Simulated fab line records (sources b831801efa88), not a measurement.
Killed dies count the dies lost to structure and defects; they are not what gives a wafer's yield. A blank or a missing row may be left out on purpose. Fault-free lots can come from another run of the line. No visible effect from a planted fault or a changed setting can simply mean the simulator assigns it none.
Chamber matching + flow sky130 + rieDiel-04 running SKY_SONOS_ONO_ETCH_15: 4 sister chambers
The step etches the open film in CHF3/O2, target depth 19.52 nm, time 7.8 s. 8 wafers are shown with their chamber, then 7 later ones without.

## EACH WAFER AND ITS CHAMBER
| wafer  | chamber | drypumpMotorCurrentA (A) | oesProductAu (a.u.) |
|--------|---------|--------------------------|---------------------|
| L625.6 | 1       | 6.2                      | 0.998               |
| L635.2 | 2       | 5.5                      | 0.983               |
| L635.4 | 0       | 4.8                      | 0.985               |
| L645.1 | 1       | 6.3                      | 1.002               |
| L645.4 | 3       | 5.4                      | 1.000               |
| L645.5 | 2       | 5.5                      | 1.000               |
| L646.1 | 0       | 4.9                      | 0.999               |
| L646.2 | 3       | 5.4                      | 0.998               |

## WAFERS MISSING THEIR CHAMBER
| wafer  | drypumpMotorCurrentA (A) | oesProductAu (a.u.) |
|--------|--------------------------|---------------------|
| L646.4 | 6.2                      | 1.006               |
| L647.1 | 5.4                      | 0.992               |
| L647.2 | 6.2                      | 1.012               |
| L647.5 | 4.9                      | 0.984               |
| L648.2 | 4.9                      | 0.983               |
| L648.4 | 6.2                      | 1.011               |
| L648.5 | 5.5                      | 0.987               |

## CHAMBER TAKEN BY EACH
| wafer  | from the rows above     | in truth |
|--------|-------------------------|----------|
| L646.4 | 1                       | 1        |
| L647.1 | can't be placed: 3 or 2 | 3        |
| L647.2 | 1                       | 1        |
| L647.5 | 0                       | 0        |
| L648.2 | 0                       | 0        |
| L648.4 | 1                       | 1        |
| L648.5 | can't be placed: 2 or 3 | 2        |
Correct placement for 5 of the 7. Unplaceable from these rows: 2, with the true chamber sitting among the candidates in 2. Wrongly placed: 0.
How it was worked out, from the rows above alone: a wafer's distance from a chamber is the root of the sum, over the readings, of the square of ((its reading less the chamber's mean) divided by the reading's scatter). The wafer belongs to the nearest chamber; if the next one is less than 2 further off, it can't be placed. The mean given for a chamber averages the wafers shown for that chamber. The scatter: take each reading less its chamber's mean, square it, sum over the shown wafers, divide by the number of wafers less the number of chambers, and take the root.
